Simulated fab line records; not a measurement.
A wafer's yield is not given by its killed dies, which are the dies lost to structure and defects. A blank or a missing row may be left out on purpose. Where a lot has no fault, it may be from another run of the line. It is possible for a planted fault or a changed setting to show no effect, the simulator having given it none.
fab line records ; flow sky130
record: lots: 5; wafers: 15; last_day: 51
route steps=708 shown LOCAL_INTERCONNECT@394 CONTACT@406 PAD_OPEN@708
lots untouched by any fault: they come from a run of this same line in which no faults occurred
start_h: hours from the record's first day to the start of the lot's first wafer shown ; wait_h: hours since the lot's step before ; " repeats the value in the row above ; L1.1+2: several wafers, shown together as one row ; - no value, or no start was given ; * or withheld: withheld ; < > ~ a bound
route shown NAME@n: NAME is a module with steps in the file, n the number in the route of the first one ; usual: mean and standard deviation over wafers with no fault ; same: alike in all rows ; chamber/n: place in a boat ; sites: each site's reading ; _std_site: the standard deviation of these ; _edge_site: inner sites' mean taken away from outer sites' mean ; radius_mm: how far each site lies from the wafer's centre ; mask NAME#n: copy n ; behind: the tool/chamber that last shaped the wafer ; hold: why the lot was held/for how many hours/how that ended ; device: which transistor (n, p or np) failed to switch ; end of line: the route-end tests of the same wafers ; a step given without rows: its recipe and nothing more ; killed: count of dies lost to structure and defects at first sort (not the wafer's yield) ; map: a wafer's dies, x killed, . not, _ none there
set.NAME: setting as actually run; set.NAME@STEP: the setting as run at that earlier step ; model.NAME: the simulator's own value behind a step, which no gauge read
lots at some steps of the route; a table a step, a row a wafer
services: a tool's chamber out of use, with start hour (start_h, from the record's first day; less than 0 if before it), hours out, and reason
== steps ==
step: SKY_LOCAL_INTERCONNECT_SOFTBAKE_07
recipe: temp_c: 100; time_s: 90; resist: KrF-thick
step: SKY_LOCAL_INTERCONNECT_EXPOSE_08
recipe: mask_id: LI1M; na: 0.8; source_shape: annular; sigma_inner: 0.55; sigma_outer: 0.85; target_cd_nm: 170; dose_mj: 28
step: SKY_LOCAL_INTERCONNECT_PEB_09
recipe: peb_temp_c: withheld; peb_time_s: withheld; resist: KrF-thick
step: SKY_LOCAL_INTERCONNECT_DEVELOP_10
recipe: develop_time_s: 60; resist: KrF-thick; dev_temp_c: 21
step: SKY_LOCAL_INTERCONNECT_ETCH_13
recipe: chemistry: N2/H2; target: BARC; ion_energy_ev: 200; bias_w: 100; pressure_mtorr: 30; n2_flow_sccm: 100; h2_flow_sccm: 200; icp_w: 500; stop_on: SiO2; time_s: 45.9; target_depth_a: 600
step: SKY_LOCAL_INTERCONNECT_METAL_ETCH_14
recipe: target_depth_nm: 110; stop_on: PSG; chemistry: Cl2/BCl3; target: TiN; resist_sidewall_deg: 88; pressure_mtorr: 10; icp_w: 900; bias_w: 48.5; Cl2_flow_sccm: 60; bcl3_flow_sccm: 30; time_s: 31.4
step: SKY_LOCAL_INTERCONNECT_STRIP_15
recipe: chemistry: O2/N2; power_w: 1400; pressure_mtorr: 1500; platen_temp_c: withheld; o2_flow_sccm: 3000; n2_flow_sccm: 300; overash_fraction: 0.5
step: SKY_LOCAL_INTERCONNECT_STRIP_16
recipe: chemistry: post_etch_residue_remover; time_s: 1200; temp_c: 72.5
step: SKY_LOCAL_INTERCONNECT_CLEAN_17
recipe: chemistry: IPA; time_s: 180; temp_c: 25
step: SKY_LOCAL_INTERCONNECT_CLEAN_18
recipe: chemistry: O3/DIW; dry: n2_spin
step: SKY_CONTACT_CVD_00
recipe: material: Si3N4; target_thk_nm: 75; temp_c: 400; time_s: withheld; rf_w: 450
usual: heater_power_w: 760/100; susceptor_temp_C: 400.00/0.22
lot.wafer;tool;chamber;start_h;wait_h;heater_power_w;susceptor_temp_C;model.Si3N4_of_CONTACT_CVD_00.thk_nm
L818.4;pecvd-01;0;765.33;0.0;802;399.46;76.95
L818.5;pecvd-01;2;765.33;0.0;909;399.83;76
L818.6;pecvd-01;1;765.33;0.0;821;399.94;76.08
L829.4;pecvd-01;0;851.00;0.0;863;-;59.21
L829.5;pecvd-01;2;851.00;0.0;952;399.48;76.33
L829.6;pecvd-01;1;851.00;0.0;800;399.58;76.58
L830.2;pecvd-01;2;854.48;0.0;908;-;56.82
L830.3;pecvd-01;1;854.48;0.0;699;399.81;73.82
L830.4;pecvd-01;1;854.48;0.0;717;-;57.13
L831.2;pecvd-01;1;860.14;0.0;844;-;57.08
L831.4;pecvd-01;1;860.14;0.0;872;-;58.15
L831.6;pecvd-01;2;860.14;0.0;936;400.25;76.17
L835.1;pecvd-02;1;889.32;0.0;619;400.11;74.57
L835.2;pecvd-02;2;889.32;0.0;791;399.78;74.1
L835.3;pecvd-02;0;889.32;0.0;724;400.15;74.83
step: SKY_CONTACT_THK_MEAS_01
recipe: reads: Si3N4_of_CONTACT_CVD_00
usual: CONTACT_CVD_00_THK: 74.9/1
lot.wafer;tool;chamber;start_h;wait_h;CONTACT_CVD_00_THK[nm]
L818.4;film_metro-04;-;765.38;-;77.0
L818.5;film_metro-04;-;765.38;-;76.0
L818.6;film_metro-04;-;765.38;-;76.1
L829.4;film_metro-03;-;851.05;-;59.2
L829.5;film_metro-03;-;851.05;-;76.3
L829.6;film_metro-03;-;851.05;-;76.5
L830.2;film_metro-03;-;854.53;-;56.9
L830.3;film_metro-03;-;854.53;-;73.8
L830.4;film_metro-03;-;854.53;-;57.1
L831.2;film_metro-02;-;860.19;-;57.1
L831.4;film_metro-02;-;860.19;-;58.1
L831.6;film_metro-02;-;860.19;-;76.2
L835.1;film_metro-04;-;889.35;-;74.6
L835.2;film_metro-04;-;889.35;-;74.1
L835.3;film_metro-04;-;889.35;-;74.8
step: SKY_CONTACT_HDPCVD_02
recipe: material: SiO2; target_thk_nm: 565; sigma_open_frac: 0.3; time_s: 94.2; temp_c: 600; sih4_flow_sccm: 60; pressure_mtorr: 6
step: SKY_CONTACT_CMP_04
recipe: material: SiO2; down_force_psi: 4; platen_rpm: 60; pad_velocity_m_s: 0.94248
step: SKY_CONTACT_DEHYDRATE_06
recipe: temp_c: 200; time_s: 60
step: SKY_CONTACT_HMDS_07
recipe: prime_time_s: 60; prime_temp_c: 120
step: SKY_CONTACT_COAT_08
recipe: resist: BARC; temp_c: withheld; time_s: withheld; spin_rpm: 3000; resist_thk_nm: 60
step: SKY_CONTACT_COAT_09
recipe: resist: KrF-thick; spin_rpm: 3000; resist_thk_nm: 450
step: SKY_CONTACT_SOFTBAKE_10
recipe: temp_c: 100; time_s: 90; resist: KrF-thick
step: SKY_CONTACT_EXPOSE_11
recipe: mask_id: CTM1; na: 0.8; source_shape: annular; sigma_inner: 0.55; sigma_outer: 0.85; target_cd_nm: 170; dose_mj: 38
step: SKY_CONTACT_PEB_12
recipe: peb_temp_c: withheld; peb_time_s: withheld; resist: KrF-thick
step: SKY_CONTACT_DEVELOP_13
recipe: develop_time_s: 60; resist: KrF-thick; dev_temp_c: 21
step: SKY_CONTACT_ETCH_16
recipe: chemistry: N2/H2; target: BARC; ion_energy_ev: 200; source_w: 500; bias_w: 100; pressure_mtorr: 30; n2_flow_sccm: 100; h2_flow_sccm: 200; stop_on: SiO2; time_s: 45.9; target_depth_a: 600
step: SKY_CONTACT_ETCH_17
recipe: target: SiO2; chemistry: C4F8/O2/Ar; stop_on: Si3N4; mask_material: KrF-thick; source_w: 1500; bias_w: 1200; pressure_mtorr: 40; c4f8_flow_sccm: withheld; O2_flow_sccm: 6; Ar_flow_sccm: 300; time_s: withheld; target_depth_a: 3400
step: SKY_CONTACT_ETCH_18
recipe: target: Si3N4; chemistry: CHF3/O2; stop_on: TiN; source_w: 600; bias_w: 200; pressure_mtorr: 40; chf3_flow_sccm: 50; O2_flow_sccm: 5; time_s: 39; target_depth_a: 750
usual: O2_flow_sccm: 4.999/0.016; drypump_motor_current_A: 5.9/0.61; oes_product_au: 0.855/0.0073; throttle_valve_pct: 8.794/0.0097
lot.wafer;tool;chamber;start_h;wait_h;O2_flow_sccm;drypump_motor_current_A;oes_product_au;rf_hours_counter_h;throttle_valve_pct;model.etch.depth_nm
L818.4;rie_diel-03;2;-;-;4.982;5.9;0.859;36;8.781;76.95
L818.5;rie_diel-03;1;-;-;4.995;6.2;0.860;-;8.791;76
L818.6;rie_diel-03;2;-;-;5.004;5.9;0.853;-;8.799;76.08
L829.4;rie_diel-04;2;-;-;4.992;6.6;0.758;18;8.766;59.21
L829.5;rie_diel-04;1;-;-;5.015;6.0;0.859;-;8.793;76.33
L829.6;rie_diel-04;0;-;-;5.000;4.8;0.864;-;8.803;76.58
L830.2;rie_diel-02;2;-;-;4.960;5.8;0.742;20;8.773;56.82
L830.3;rie_diel-02;1;-;-;5.030;5.4;0.842;9;8.782;73.82
L830.4;rie_diel-02;3;-;-;4.987;5.4;0.737;13;8.765;57.13
L831.2;rie_diel-02;1;-;-;4.978;5.4;0.741;9;8.770;57.08
L831.4;rie_diel-02;0;-;-;5.014;6.5;0.747;27;8.780;58.15
L831.6;rie_diel-02;3;-;-;4.985;5.3;0.865;-;8.788;76.17
L835.1;rie_diel-03;1;-;-;4.987;6.3;0.854;24;8.795;74.57
L835.2;rie_diel-03;2;-;-;4.996;5.9;0.855;3;8.794;74.1
L835.3;rie_diel-03;0;-;-;5.007;6.7;0.855;14;8.803;74.83
step: SKY_CONTACT_STRIP_19
recipe: chemistry: O2/N2; power_w: 1400; pressure_mtorr: 1500; platen_temp_c: withheld; o2_flow_sccm: 3000; n2_flow_sccm: 300; overash_fraction: 0.5
step: SKY_PAD_OPEN_PROBE_99
usual: killed_at_M0_to_M3: 43/6.9; killed_at_M4_up: 3.2/1.6; killed_at_contacts: 25/5.1; killed_at_front_end: 16/4.5; killed_at_other: 0.3/0.68; killed_dies: 87/8.9; killed_open: 48/6.9; killed_short: 39/6.3
same: gross_dies: 492; killed_at_back_side: 0
lot.wafer;tool;chamber;start_h;wait_h;killed_at_M0_to_M3;killed_at_M4_up;killed_at_contacts;killed_at_front_end;killed_at_other;killed_dies;killed_open;killed_short
L818.4;prober-01;-;1129.03;0.2;58;6;15;25;0;104;62;42
L818.5;prober-01;-;1129.08;0.2;37;6;31;18;0;92;49;43
L818.6;prober-01;-;1129.13;0.2;54;4;20;20;0;98;54;44
L829.4;prober-02;-;1190.93;0.2;41;2;29;16;0;88;55;33
L829.5;prober-02;-;1190.98;0.2;43;2;24;12;0;81;46;35
L829.6;prober-02;-;1191.03;0.2;48;4;25;12;0;89;43;46
L830.2;prober-01;-;1190.94;0.1;43;3;20;24;0;90;41;47
L830.3;prober-01;-;1190.99;0.2;48;4;27;11;1;91;45;46
L830.4;prober-01;-;1191.04;0.2;53;4;22;17;0;96;51;45
L831.2;prober-02;-;1196.02;0.1;38;5;23;10;0;76;43;33
L831.4;prober-02;-;1196.12;0.2;34;5;27;17;0;83;48;35
L831.6;prober-02;-;1196.22;0.2;50;4;25;13;0;92;53;39
L835.1;prober-02;-;1213.03;0.1;45;6;19;17;1;88;53;35
L835.2;prober-02;-;1213.08;0.1;48;1;29;17;0;95;44;51
L835.3;prober-02;-;1213.13;0.2;31;1;19;14;0;65;34;31
killed by level:class
L818.4 VIA1:geometric_particle:open=14 VIA1:geometric_particle:short=9 CONTACT:geometric_particle:open=9 VIA3:geometric_particle:open=9 METAL1:geometric_particle:short=7 POLY_GATE:geometric_particle:short=6 FIELD_ISO:geometric_particle:open=5 LI_CONTACT:geometric_particle:open=5
L818.5 CONTACT:geometric_particle:open=11 LI_CONTACT:geometric_particle:open=9 VIA1:geometric_particle:open=9 FIELD_ISO:geometric_particle:short=7 LOCAL_INTERCONNECT:geometric_particle:short=6 METAL2:geometric_particle:short=5 METAL1:geometric_particle:short=4 VIA3:geometric_particle:short=4
L818.6 VIA1:geometric_particle:open=12 CONTACT:geometric_particle:open=9 VIA1:geometric_particle:short=9 METAL1:geometric_particle:short=8 VIA3:geometric_particle:open=7 LI_CONTACT:geometric_particle:open=6 SPACER:geometric_particle:open=4 METAL4:geometric_particle:short=4
L829.4 CONTACT:geometric_particle:open=12 LI_CONTACT:geometric_particle:open=10 VIA3:geometric_particle:open=9 VIA1:geometric_particle:open=7 VIA2:geometric_particle:open=7 FIELD_ISO:geometric_particle:short=6 FIELD_ISO:geometric_particle:open=5 LOCAL_INTERCONNECT:geometric_particle:short=5
L830.2 VIA1:geometric_particle:short=8 VIA1:geometric_particle:open=8 METAL1:geometric_particle:short=7 FIELD_ISO:geometric_particle:open=6 CONTACT:geometric_particle:short=6 VIA3:geometric_particle:open=6 FIELD_ISO:geometric_particle:short=5 LI_CONTACT:geometric_particle:open=5
L829.5 VIA1:geometric_particle:open=14 CONTACT:geometric_particle:open=10 POLY_GATE:geometric_particle:short=6 LI_CONTACT:geometric_particle:open=5 VIA2:geometric_particle:open=5 METAL1:geometric_particle:short=4 METAL3:geometric_particle:short=4 CONTACT:geometric_particle:short=3
L830.3 CONTACT:geometric_particle:open=8 VIA1:geometric_particle:open=8 LI_CONTACT:geometric_particle:open=7 VIA3:geometric_particle:short=5 CONTACT:geometric_particle:short=5 VIA2:geometric_particle:short=5 METAL1:geometric_particle:short=5 VIA1:geometric_particle:short=5
L829.6 VIA2:geometric_particle:open=7 LI_CONTACT:geometric_particle:open=7 VIA3:geometric_particle:open=7 VIA1:geometric_particle:short=6 VIA1:geometric_particle:open=6 CONTACT:geometric_particle:short=5 LOCAL_INTERCONNECT:geometric_particle:short=5 METAL2:geometric_particle:short=5
L830.4 VIA3:geometric_particle:open=11 VIA1:geometric_particle:open=8 METAL2:geometric_particle:short=7 POLY_GATE:geometric_particle:short=6 CONTACT:geometric_particle:short=6 LI_CONTACT:geometric_particle:open=6 VIA1:geometric_particle:short=6 VIA2:geometric_particle:open=6
L831.2 CONTACT:geometric_particle:open=10 VIA1:geometric_particle:open=7 VIA2:geometric_particle:open=7 METAL1:geometric_particle:short=6 VIA3:geometric_particle:open=6 POLY_GATE:geometric_particle:short=5 LI_CONTACT:geometric_particle:open=5 LOCAL_INTERCONNECT:geometric_particle:short=3
L831.4 CONTACT:geometric_particle:open=12 VIA1:geometric_particle:open=12 LI_CONTACT:geometric_particle:open=7 LOCAL_INTERCONNECT:geometric_particle:short=5 POLY_GATE:geometric_particle:short=4 SPACER:geometric_particle:short=4 METAL3:geometric_particle:short=4 VIA1:geometric_particle:short=3
L831.6 VIA1:geometric_particle:open=14 VIA2:geometric_particle:open=8 CONTACT:geometric_particle:open=7 CONTACT:geometric_particle:short=7 LI_CONTACT:geometric_particle:open=6 METAL3:geometric_particle:short=6 FIELD_ISO:geometric_particle:short=5 POLY_GATE:geometric_particle:open=5
L835.1 CONTACT:geometric_particle:open=11 VIA3:geometric_particle:open=10 VIA1:geometric_particle:open=9 FIELD_ISO:geometric_particle:open=5 METAL2:geometric_particle:short=5 FIELD_ISO:geometric_particle:short=4 LI_CONTACT:geometric_particle:open=4 VIA3:geometric_particle:short=4
L835.2 VIA1:geometric_particle:short=11 CONTACT:geometric_particle:open=10 VIA1:geometric_particle:open=8 LI_CONTACT:geometric_particle:open=7 METAL1:geometric_particle:short=7 LOCAL_INTERCONNECT:geometric_particle:short=6 FIELD_ISO:geometric_particle:short=5 POLY_GATE:geometric_particle:short=5
L835.3 LOCAL_INTERCONNECT:geometric_particle:short=6 VIA2:geometric_particle:open=6 FIELD_ISO:geometric_particle:open=5 LI_CONTACT:geometric_particle:open=5 VIA3:geometric_particle:open=5 CONTACT:geometric_particle:open=5 METAL2:geometric_particle:short=5 SONOS_ONO:geometric_particle:short=3
== services ==
tool;chamber;start_h;hours;kind
rie_diel-03;-;750.94;2.8;pm
rie_diel-02;3;755.08;4.5;repair
pecvd-01;-;756.09;1.4;repair
pecvd-01;0;783.50;2.1;scheduled_down
pecvd-01;1;786.56;5.5;scheduled_down
rie_diel-04;0;794.59;3.2;repair
rie_diel-02;1;810.69;11.2;repair
pecvd-02;-;816.63;0.9;repair
rie_diel-03;2;820.37;-;clean
rie_diel-03;2;820.37;15.9;scheduled_down
rie_diel-03;2;820.37;15.9;vent_cycle
rie_diel-03;3;831.16;6.0;repair
rie_diel-03;1;831.94;8.2;repair
rie_diel-04;2;866.07;10.3;repair
rie_diel-03;1;868.48;3.6;repair
rie_diel-02;0;904.76;2.7;repair
== key ==
first_sign: step: SKY_CONTACT_THK_MEAS_01; reading: CONTACT_CVD_00_THK; direction: down; sigmas: 17; usual: 74.9; struck: 57.7
effect: step: SKY_CONTACT_ETCH_18; reading: oes_product_au; direction: down; sigmas: 15; usual: 0.855; struck: 0.745
model_effect: step: SKY_CONTACT_CVD_00; value: Si3N4_of_CONTACT_CVD_00.thk_nm; without: 75.22; struck: 57.68
model_effect: step: SKY_CONTACT_ETCH_18; value: etch.depth_nm; without: 75.22; struck: 57.68
met_at SKY_CONTACT_CVD_00
struck_wafers L829.4,L830.2,L830.4,L831.2,L831.4
tester_left_out L829,L830,L831
onset_between 765.33 851.00
fault: kind: process_parameter_drift; tool: pecvd-01; chamber: -; onset_h: 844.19; steps: SKY_CONTACT_CVD_00; channel: time_s; offset: withheld; shape: step; end_h: 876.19; scope: struck_wafers_only; acts_in: *
tester_left_out: of these lots the tester's yield and bins aren't shown, on N5 and GAA mostly nor the transistor test; their killed dies are dies lost to structure and defects alone, not to doping, threshold or leakage, so they don't give the yield
